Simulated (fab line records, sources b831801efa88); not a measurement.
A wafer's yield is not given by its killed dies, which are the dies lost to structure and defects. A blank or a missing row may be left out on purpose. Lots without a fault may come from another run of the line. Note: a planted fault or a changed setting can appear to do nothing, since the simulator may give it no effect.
Matching of chambers -- flow sky130 -- 4 sister chambers for SKY_VIA1_CMP_02 on cmp-01
The step polishes SiO2. 7 wafers are shown with their chamber, then 7 later ones without.

WAFERS, EACH WITH ITS CHAMBER
wafer,chamber,motor current A (A),platen rpm (rpm)
L168.2,1,13.7,60.07
L172.1,3,11.3,59.94
L179.2,0,13.8,60.05
L179.4,2,10.8,59.98
L179.6,0,13.8,60.02
L185.1,3,11.7,60.09
L185.2,2,11.2,59.96

WAFERS MISSING THEIR CHAMBER
wafer,motor current A (A),platen rpm (rpm)
L185.3,13.6,60.05
L189.2,13.3,60.02
L189.4,11.8,60.00
L189.6,11.1,60.02
L191.1,14.1,60.03
L191.2,14.5,59.98
L191.4,11.7,60.01

WHICH CHAMBER EACH ONE RAN IN
wafer,from the rows above,in truth
L185.3,can't be placed: 1 or 0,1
L189.2,can't be placed: 1 or 0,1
L189.4,3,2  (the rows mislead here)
L189.6,can't be placed: 2 or 3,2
L191.1,can't be placed: 0 or 1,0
L191.2,can't be placed: 0 or 1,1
L191.4,3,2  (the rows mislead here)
0 of 7 placed correctly. Not placeable from these rows: 5 (in 5, the candidates include the true chamber). Wrongly placed: 2.
How it was worked out, from the rows above alone: a wafer's distance from a chamber is the root of the sum, over the readings, of the square of ((its reading less the chamber's mean) divided by the reading's scatter). The wafer belongs to the nearest chamber; if the next one is less than 2 further off, it can't be placed. Each chamber's mean is taken over the wafers shown for it. How the scatter is found: for the shown wafers, subtract from each reading the mean of its chamber, square and add these, divide the total by (wafers less chambers), then take the root.
